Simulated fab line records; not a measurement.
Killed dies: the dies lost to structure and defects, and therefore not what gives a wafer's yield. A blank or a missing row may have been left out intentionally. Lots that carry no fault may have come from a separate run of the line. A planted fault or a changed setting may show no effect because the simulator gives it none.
fab line records	flow sky130
record lots=6	wafers=17	lastDay=52
route steps=708 shown POLY_GATE@219 PAD_OPEN@708
lots with no fault: from the same line, run without faults
startH: hours from the record's first day to the start of the lot's first wafer shown	waitH: how many hours have passed since the lot's step before this one	" as in the row above	L1.1+2: several wafers, shown together as one row	- no value, or no start was given	* or withheld: withheld	< > ~ a bound
route shown NAME@n: NAME is a module with steps in the file, n the number in the route of the first one	usual: mean and standard deviation over wafers with no fault	same: alike in all rows	chamber/n: place in a boat	sites: each site's reading	_std_site: the values' standard deviation	_edge_site: inner sites' mean taken away from outer sites' mean	radiusMm: how far each site lies from the wafer's centre	mask NAME#n: copy n	behind: the tool/chamber that last shaped the wafer	hold: cause of the lot's hold/its duration in hours/its outcome	device: the n, p or np transistor that did not switch	end of line: tests run on the same wafers once the route is complete	a step without rows: its recipe alone	killed: count of dies lost to structure and defects at first sort (not the wafer's yield)	map: shows each die of a wafer: x if killed, . if not, _ if none is there
set.NAME: the setting that was run; set.NAME@STEP: the one run at that earlier step	model.NAME: the simulator's own value behind a step, which no gauge read
lots at some steps of the route; a table a step, a row a wafer
services: a tool's chamber out of use, with start hour (startH, from the record's first day; less than 0 if before it), hours out, and reason
## steps
# step SKY_POLY_GATE_DEHYDRATE_05
# recipe tempC=200	timeS=60
# step SKY_POLY_GATE_HMDS_06
# recipe primeTimeS=60	primeTempC=120
# step SKY_POLY_GATE_COAT_07
# recipe resist=BARC	tempC=withheld	timeS=withheld	spinRpm=3000	resistThkNm=110
# step SKY_POLY_GATE_COAT_08
# recipe resist=KrF-thick	spinRpm=3000	resistThkNm=450
# step SKY_POLY_GATE_SOFTBAKE_09
# recipe tempC=100	timeS=90	resist=KrF-thick
# step SKY_POLY_GATE_EXPOSE_10
# recipe maskId=P1M	na=0.68	sourceShape=conventional	sigmaOuter=0.6	targetCdNm=150	doseMj=28
# step SKY_POLY_GATE_PEB_11
# recipe pebTempC=withheld	pebTimeS=withheld	resist=KrF-thick
# step SKY_POLY_GATE_DEVELOP_12
# recipe developTimeS=60	resist=KrF-thick	devTempC=21
# step SKY_POLY_GATE_CD_MEAS_13
# recipe targetCdNm=150
# usual cdNm=150.1/0.95
lot.wafer	tool	chamber	startH	waitH	cdNm
L736.1	cdSem-01	-	434.09	-	150.7
L736.3	"	-	"	"	151.1
L736.5	"	-	"	"	150.1
L737.4	cdSem-02	-	434.85	-	149.4
L737.6	"	-	"	"	149.9
L739.1	cdSem-01	-	439.10	-	150.5
L739.3	"	-	"	"	150.5
L739.5	"	-	"	"	150.3
L745.3	cdSem-02	-	602.76	-	150.5
L745.5	"	-	"	"	149.7
L745.6	"	-	"	"	148.6
L747.2	cdSem-01	-	603.09	-	149.9
L747.4	"	-	"	"	150.0
L747.6	"	-	"	"	150.8
L749.3	cdSem-01	-	611.63	-	150.7
L749.5	"	-	"	"	150.5
L749.6	"	-	"	"	149.8
# step SKY_POLY_GATE_OVL_MEAS_14
# usual POLY_GATE_OVL=1/6.1
lot.wafer	tool	chamber	startH	waitH	POLY_GATE_OVL[nm]
L736.1	overlay-01	-	434.21	0.1	-3
L736.3	"	-	"	"	7
L736.5	"	-	"	"	1
L737.4	overlay-02	-	434.93	0.1	-2
L737.6	"	-	"	"	-8
L739.1	overlay-02	-	439.22	0.1	0
L739.3	"	-	"	"	2
L739.5	"	-	"	"	1
L745.3	overlay-02	-	602.85	0.1	12
L745.5	"	-	"	"	15
L745.6	"	-	"	"	4
L747.2	overlay-01	-	603.20	0.1	5
L747.4	"	-	"	"	2
L747.6	"	-	"	"	0
L749.3	overlay-02	-	611.73	0.1	4
L749.5	"	-	"	"	-5
L749.6	"	-	"	"	-6
# step SKY_POLY_GATE_ETCH_15
# recipe chemistry=N2/H2	target=BARC	ionEnergyEv=200	sourceW=500	biasW=100	pressureMtorr=30	n2FlowSccm=100	h2FlowSccm=200	stopOn=SiO2	timeS=118.5	targetDepthA=1100
# usual drypumpMotorCurrentA=5.8/0.59	oesProductAu=0.716/0.0046	rfFwdPowerW=497.5/1.5	throttleValvePct=13.212/0.0085
# same timeS=118.5
lot.wafer	tool	chamber	startH	waitH	drypumpMotorCurrentA	oesProductAu	rfFwdPowerW	rfHoursCounterH	throttleValvePct
L736.1	rieDiel-04	3	434.25	0.0	6.1	0.720	497.9	95	13.216
L736.3	"	0	"	"	5.7	0.716	496.3	22	13.220
L736.5	"	1	"	"	6.7	0.725	498.7	-	13.217
L737.4	rieDiel-03	0	434.95	0.0	5.3	0.714	497.5	21	13.207
L737.6	"	3	"	"	6.3	0.713	497.6	-	13.222
L739.1	rieDiel-03	2	439.25	0.0	4.9	0.720	499.1	76	13.217
L739.3	"	3	"	"	6.3	0.715	498.0	12	13.212
L739.5	"	2	"	"	4.9	0.716	500.6	-	13.222
L745.3	rieDiel-04	0	602.88	0.0	5.7	0.715	499.2	24	13.199
L745.5	"	2	"	"	6.6	0.717	498.5	-	13.206
L745.6	"	1	"	"	6.7	0.718	498.5	-	13.199
L747.2	rieDiel-01	3	603.23	0.0	5.0	0.706	494.9	3	13.210
L747.4	"	2	"	"	5.5	0.722	498.1	9	13.211
L747.6	"	3	"	"	5.0	0.713	495.9	-	13.212
L749.3	rieDiel-03	2	611.75	0.0	4.9	0.711	497.4	0	13.207
L749.5	"	0	"	"	5.3	0.713	496.8	-	13.222
L749.6	"	3	"	"	6.3	0.719	498.5	-	13.216
# step SKY_POLY_GATE_ETCH_16
# recipe stopOn=poly-Si	chemistry=CH3F/O2	target=Si3N4	sourceW=400	biasW=80	pressureMtorr=25	ch3fFlowSccm=40	O2_flow_sccm=30	timeS=147.5	targetDepthA=750
# usual O2_flow_sccm=30.00/0.098	drypumpMotorCurrentA=5.8/0.59	oesProductAu=0.638/0.0054	rfFwdPowerW=398.3/1.2	throttleValvePct=10.534/0.0096
# same timeS=147.5
lot.wafer	tool	chamber	startH	waitH	O2_flow_sccm	drypumpMotorCurrentA	oesProductAu	rfFwdPowerW	rfHoursCounterH	throttleValvePct
L736.1	rieDiel-04	3	434.33	0.0	30.03	6.1	0.637	395.9	95	10.529
L736.3	"	0	"	"	29.96	5.7	0.638	400.1	22	10.527
L736.5	"	1	"	"	30.08	6.7	0.641	399.2	-	10.547
L737.4	rieDiel-03	0	435.03	0.0	29.76	5.3	0.631	399.3	21	10.538
L737.6	"	3	"	"	30.06	6.3	0.633	401.4	-	10.531
L739.1	rieDiel-03	2	439.33	0.0	30.16	4.9	0.642	397.3	76	10.527
L739.3	"	3	"	"	30.02	6.3	0.634	397.3	12	10.530
L739.5	"	2	"	"	29.94	4.9	0.637	397.6	-	10.519
L745.3	rieDiel-04	0	602.96	0.0	30.04	5.7	0.642	397.5	25	10.535
L745.5	"	2	"	"	29.90	6.6	0.637	397.8	-	10.527
L745.6	"	1	"	"	29.83	6.7	0.632	399.6	-	10.546
L747.2	rieDiel-01	3	603.31	0.0	30.06	5.0	0.640	399.3	3	10.524
L747.4	"	2	"	"	29.94	5.4	0.632	398.8	9	10.520
L747.6	"	3	"	"	30.01	5.0	0.630	396.6	-	10.537
L749.3	rieDiel-03	2	611.83	0.0	29.87	4.9	0.633	400.0	0	10.520
L749.5	"	0	"	"	30.05	5.3	0.640	400.2	-	10.541
L749.6	"	3	"	"	30.01	6.3	0.645	397.5	-	10.541
# step SKY_POLY_GATE_ETCH_17
# recipe targetDepthNm=180	stopOn=SiO2	overEtchFrac=0.56667	chemistry=HBr/Cl2	target=poly-Si	icpW=400	biasW=100	pressureMtorr=10	HBr_flow_sccm=150	Cl2_flow_sccm=50	timeS=70.5
# usual drypumpMotorCurrentA=5.9/0.3	oesProductAu=0.979/0.0088	rfFwdPowerW=396.4/1.5	throttleValvePct=33.684/0.0093
# same timeS=70.5
lot.wafer	tool	chamber	startH	waitH	drypumpMotorCurrentA	oesProductAu	rfFwdPowerW	rfHoursCounterH	throttleValvePct	model.KrF-thick_of_POLY_GATE_COAT_08.thkNm	model.SiO2_of_SONOS_ONO_CVD_04.thkNm
L736.1	rieSi-01	0	434.43	0.0	6.0	0.985	397.1	22	33.688	142.5	4.212
L736.3	"	2	"	"	5.5	0.994	393.2	3	33.683	150.7	4.307
L736.5	"	2	"	"	5.5	0.984	393.0	-	33.681	135.4	4.209
L737.4	rieSi-02	0	435.13	0.0	5.6	0.958	394.9	2	33.683	148.6	4.2
L737.6	"	3	"	"	5.9	0.990	394.2	-	33.672	111.3	3.071
L739.1	rieSi-02	2	439.43	0.0	6.3	0.987	395.3	1	33.662	136.8	4.135
L739.3	"	3	"	"	5.9	0.999	396.9	-	33.684	109.8	3.174
L739.5	"	2	"	"	6.3	0.998	395.5	-	33.692	138.1	4.28
L745.3	rieSi-01	2	603.06	0.0	5.5	0.980	394.7	4	33.685	146.1	4.261
L745.5	"	1	"	"	6.2	0.982	396.8	-	33.695	135.8	4.143
L745.6	"	2	"	"	5.5	0.977	395.2	-	33.683	132.2	4.095
L747.2	rieSi-02	0	603.41	0.0	5.6	0.971	397.6	2	33.683	147.2	4.353
L747.4	"	3	"	"	5.9	0.983	394.2	23	33.670	137.7	4.147
L747.6	"	2	"	"	6.3	0.982	397.9	-	33.697	141.5	4.226
L749.3	rieSi-02	0	611.93	0.0	5.7	0.965	393.9	2	33.684	147.6	4.241
L749.5	"	0	"	"	5.6	0.976	395.6	-	33.694	149.1	4.193
L749.6	"	1	"	"	5.5	0.978	398.8	-	33.670	147.9	4.163
# step SKY_POLY_GATE_STRIP_18
# recipe chemistry=O2/N2	powerW=1400	pressureMtorr=1500	platenTempC=withheld	o2FlowSccm=3000	n2FlowSccm=300	overashFraction=0.5
# usual drypumpMotorCurrentA=5.80/0.054	oesProductAu=0.362/0.0049	stripTimeToEndpointS=3.19/0.055
lot.wafer	tool	chamber	startH	waitH	drypumpMotorCurrentA	oesProductAu	rfHoursCounterH	stripTimeToEndpointS
L736.1	plasmaAsher-02	0	434.49	0.0	5.78	0.360	74	3.20
L736.3	"	0	"	"	5.80	0.364	-	3.28
L736.5	"	1	"	"	5.79	0.361	-	3.13
L737.4	plasmaAsher-02	0	435.22	0.1	5.78	0.369	-	3.25
L737.6	"	1	"	"	5.78	0.350	-	2.86
L739.1	plasmaAsher-04	0	439.52	0.1	5.80	0.364	30	3.15
L739.3	"	1	"	"	5.82	0.346	-	2.85
L739.5	"	1	"	"	5.78	0.356	-	3.16
L745.3	plasmaAsher-01	0	603.15	0.1	5.93	0.370	-	3.26
L745.5	"	1	"	"	5.75	0.364	-	3.13
L745.6	"	0	"	"	5.91	0.362	-	3.09
L747.2	plasmaAsher-04	1	603.46	0.0	5.78	0.367	46	3.23
L747.4	"	1	"	"	5.72	0.360	-	3.14
L747.6	"	0	"	"	5.81	0.367	-	3.18
L749.3	plasmaAsher-01	1	612.02	0.1	5.78	0.365	-	3.26
L749.5	"	0	"	"	5.93	0.359	-	3.26
L749.6	"	1	"	"	5.77	0.374	-	3.24
# step SKY_POLY_GATE_CLEAN_19
# recipe chemistry=SC1/SC2	mix=1:4:20	tempC=70	timeS=150	dry=n2Spin
# step SKY_PAD_OPEN_PROBE_99
# usual killed_at_M0_to_M3=45/6.3	killed_at_M4_up=2.8/1.6	killedAtContacts=24/5.1	killedAtFrontEnd=14/4.4	killedAtOther=0.4/0.73	killedDies=86/9	killedOpen=47/7.8	killedShort=39/6.6
# same grossDies=492	killedAtBackSide=0
lot.wafer	tool	chamber	startH	waitH	killed_at_M0_to_M3	killed_at_M4_up	killedAtContacts	killedAtFrontEnd	killedAtOther	killedDies	killedOpen	killedShort	model.etest.tipSonos.rsOhmSq	model.etest.tipN.rsOhmSq	model.etest.resPdiffHv.rsOhmSq
L736.1	prober-01	-	1139.60	0.1	43	2	19	12	0	76	40	35	2776	440.9	191.7
L736.3	prober-01	-	1139.70	0.2	40	1	25	12	0	78	39	39	2792	440.4	190.9
L736.5	prober-01	-	1139.80	0.2	56	4	30	16	0	106	66	40	2759	435.4	192.1
L737.4	prober-02	-	1140.18	0.2	44	1	20	12	0	77	44	31	2782	449.1	192.9
L737.6	prober-02	-	1140.28	0.2	42	3	25	8	0	78	40	38	2452	437.4	185.2
L739.1	prober-01	-	1147.54	0.1	43	3	24	20	2	92	53	39	2744	443.9	193.1
L739.3	prober-01	-	1147.64	0.2	51	3	18	24	1	97	43	54	2446	435	185.9
L739.5	prober-01	-	1147.74	0.2	41	2	21	11	0	75	38	37	2728	441.1	191.8
L745.3	prober-01	-	1237.53	0.2	53	5	33	10	0	101	58	43	2677	437.8	192.2
L745.5	prober-01	-	1237.63	0.2	44	6	24	14	2	90	61	27	2631	447.8	192
L745.6	prober-01	-	1237.68	0.2	48	2	19	13	3	85	48	35	2682	444.7	191.9
L747.2	prober-01	-	1239.98	0.1	49	3	32	11	0	95	46	49	2689	437.8	187.7
L747.4	prober-01	-	1240.08	0.2	46	1	28	14	0	89	48	40	2630	437.4	187.1
L747.6	prober-01	-	1240.18	0.2	40	3	20	21	1	85	52	32	2608	439.4	187.3
L749.3	prober-01	-	1244.26	0.2	40	1	31	16	1	89	45	43	2696	447.4	189.9
L749.5	prober-01	-	1244.36	0.2	51	1	37	17	0	106	56	49	2723	442.4	187.5
L749.6	prober-01	-	1244.41	0.2	44	5	16	20	1	86	37	49	2725	444.2	188.6
# killed by level:class
L736.1 VIA1:geometricParticle:open=9 CONTACT:geometricParticle:open=7 FIELD_ISO:geometricParticle:short=6 VIA2:geometricParticle:open=6 METAL1:geometricParticle:short=5 METAL2:geometricParticle:short=5 FIELD_ISO:geometricParticle:open=4 VIA2:geometricParticle:short=4
L736.3 CONTACT:geometricParticle:open=8 LOCAL_INTERCONNECT:geometricParticle:short=7 VIA1:geometricParticle:short=6 VIA1:geometricParticle:open=6 VIA3:geometricParticle:open=6 VIA2:geometricParticle:open=5 METAL1:geometricParticle:short=4 LI_CONTACT:geometricParticle:open=4
L736.5 CONTACT:geometricParticle:open=15 VIA1:geometricParticle:open=13 VIA2:geometricParticle:open=11 VIA3:geometricParticle:open=9 METAL1:geometricParticle:short=7 LI_CONTACT:geometricParticle:open=6 POLY_GATE:geometricParticle:open=5 METAL2:geometricParticle:short=5
L737.4 VIA1:geometricParticle:open=9 LI_CONTACT:geometricParticle:open=7 CONTACT:geometricParticle:open=7 METAL1:geometricParticle:short=6 VIA3:geometricParticle:open=6 VIA2:geometricParticle:open=5 FIELD_ISO:geometricParticle:open=4 CONTACT:geometricParticle:short=4
L737.6 CONTACT:geometricParticle:open=10 VIA1:geometricParticle:open=7 VIA1:geometricParticle:short=5 VIA2:geometricParticle:short=5 METAL2:geometricParticle:short=5 VIA3:geometricParticle:open=5 FIELD_ISO:geometricParticle:short=4 VIA2:geometricParticle:open=4
L739.1 VIA1:geometricParticle:open=9 POLY_GATE:geometricParticle:open=7 LI_CONTACT:geometricParticle:open=7 CONTACT:geometricParticle:open=7 VIA2:geometricParticle:open=7 LOCAL_INTERCONNECT:geometricParticle:short=5 VIA1:geometricParticle:short=5 METAL1:geometricParticle:short=5
L739.3 METAL1:geometricParticle:short=10 VIA2:geometricParticle:open=9 FIELD_ISO:geometricParticle:short=8 VIA1:geometricParticle:open=6 FIELD_ISO:geometricParticle:open=5 VIA1:geometricParticle:short=5 LI_CONTACT:geometricParticle:open=5 VIA3:geometricParticle:short=5
L739.5 VIA1:geometricParticle:open=11 CONTACT:geometricParticle:open=7 LOCAL_INTERCONNECT:geometricParticle:short=6 VIA2:geometricParticle:short=5 VIA2:geometricParticle:open=5 VIA3:geometricParticle:open=5 FIELD_ISO:geometricParticle:short=4 CONTACT:geometricParticle:short=4
L745.3 VIA1:geometricParticle:open=20 CONTACT:geometricParticle:open=13 LI_CONTACT:geometricParticle:open=6 CONTACT:geometricParticle:short=6 VIA3:geometricParticle:open=6 LI_CONTACT:geometricParticle:short=5 METAL1:geometricParticle:short=5 VIA1:geometricParticle:short=5
L745.5 VIA1:geometricParticle:open=17 CONTACT:geometricParticle:open=12 LI_CONTACT:geometricParticle:open=7 VIA3:geometricParticle:open=6 VIA2:geometricParticle:open=6 METAL4:geometricParticle:short=5 FIELD_ISO:geometricParticle:open=4 POLY_GATE:geometricParticle:short=4
L745.6 VIA1:geometricParticle:open=13 VIA2:geometricParticle:open=9 CONTACT:geometricParticle:open=8 METAL1:geometricParticle:short=6 VIA3:geometricParticle:open=6 FIELD_ISO:geometricParticle:open=4 METAL2:geometricParticle:short=4 POLY_GATE:geometricParticle:open=3
L747.2 CONTACT:geometricParticle:open=10 VIA2:geometricParticle:open=9 VIA1:geometricParticle:open=9 LI_CONTACT:geometricParticle:short=8 LOCAL_INTERCONNECT:geometricParticle:short=6 METAL2:geometricParticle:short=5 VIA3:geometricParticle:short=5 VIA3:geometricParticle:open=5
L747.4 VIA1:geometricParticle:open=10 CONTACT:geometricParticle:open=9 VIA3:geometricParticle:open=9 VIA1:geometricParticle:short=7 LI_CONTACT:geometricParticle:open=7 CONTACT:geometricParticle:short=4 LOCAL_INTERCONNECT:geometricParticle:short=4 METAL1:geometricParticle:short=4
L747.6 VIA1:geometricParticle:open=13 CONTACT:geometricParticle:open=11 METAL2:geometricParticle:short=9 FIELD_ISO:geometricParticle:open=5 LI_CONTACT:geometricParticle:open=5 VIA2:geometricParticle:open=5 POLY_GATE:geometricParticle:open=4 VIA1:geometricParticle:short=4
L749.3 CONTACT:geometricParticle:open=12 VIA1:geometricParticle:open=8 CONTACT:geometricParticle:short=7 VIA3:geometricParticle:short=6 POLY_GATE:geometricParticle:short=5 METAL2:geometricParticle:short=5 VIA3:geometricParticle:open=5 FIELD_ISO:geometricParticle:short=4
L749.5 LI_CONTACT:geometricParticle:open=11 CONTACT:geometricParticle:short=11 CONTACT:geometricParticle:open=10 VIA1:geometricParticle:open=10 METAL2:geometricParticle:short=10 VIA2:geometricParticle:open=7 VIA3:geometricParticle:open=6 FIELD_ISO:geometricParticle:open=4
L749.6 CONTACT:geometricParticle:open=9 METAL2:geometricParticle:short=7 VIA2:geometricParticle:short=7 VIA2:geometricParticle:open=7 METAL1:geometricParticle:short=6 FIELD_ISO:geometricParticle:short=5 FIELD_ISO:geometricParticle:open=4 POLY_GATE:geometricParticle:short=4
## services
tool	chamber	startH	hours	kind
rieDiel-04	2	411.16	4.9	repair
rieDiel-04	-	411.20	14.6	pm
plasmaAsher-01	-	421.25	9.0	pm
rieSi-02	1	435.78	11.7	repair
rieDiel-01	-	437.59	1.0	repair
rieSi-02	0	438.75	7.0	repair
rieDiel-04	1	457.20	9.7	repair
plasmaAsher-02	-	461.82	1.2	repair
rieDiel-04	3	466.89	-	clean
rieDiel-04	3	466.89	17.9	scheduledDown
plasmaAsher-04	-	480.39	2.8	pm
plasmaAsher-04	-	485.57	3.0	repair
plasmaAsher-01	-	493.92	2.3	repair
rieSi-02	-	507.80	2.8	pm
rieDiel-03	3	515.39	4.1	repair
rieDiel-03	2	515.93	7.3	repair
plasmaAsher-01	-	516.65	1.2	repair
plasmaAsher-02	-	528.37	0.6	repair
rieDiel-03	-	557.58	14.6	pm
rieDiel-01	2	562.10	4.1	repair
rieDiel-04	-	569.21	2.8	pm
rieDiel-03	2	574.98	-	clean
rieDiel-03	2	574.98	25.4	scheduledDown
rieDiel-03	2	574.98	25.4	ventCycle
## key
firstSign step=SKY_POLY_GATE_STRIP_18	reading=stripTimeToEndpointS	direction=down	sigmas=6	usual=*	struck=*
effect step=SKY_POLY_GATE_STRIP_18	reading=oesProductAu	direction=down	sigmas=2.8	usual=0.362	struck=0.348
modelEffect step=SKY_POLY_GATE_ETCH_17	value=KrF-thick_of_POLY_GATE_COAT_08.thkNm	without=143.6	struck=110.6
modelEffect step=SKY_PAD_OPEN_PROBE_99	value=etest.tipSonos.rsOhmSq	without=2711	struck=2449
metAt SKY_POLY_GATE_ETCH_17
struckWafers L737.6,L739.3
testerLeftOut L737,L739
fault kind=processParameterDrift	tool=rieSi-02	chamber=-	onsetH=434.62	steps=SKY_POLY_GATE_ETCH_17	channel=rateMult	offset=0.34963	shape=step	endH=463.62	scope=struckWafersOnly
# testerLeftOut: of these lots the tester's yield and bins aren't shown, on N5 and GAA mostly nor the transistor test; their killed dies are dies lost to structure and defects alone, not to doping, threshold or leakage, so they don't give the yield
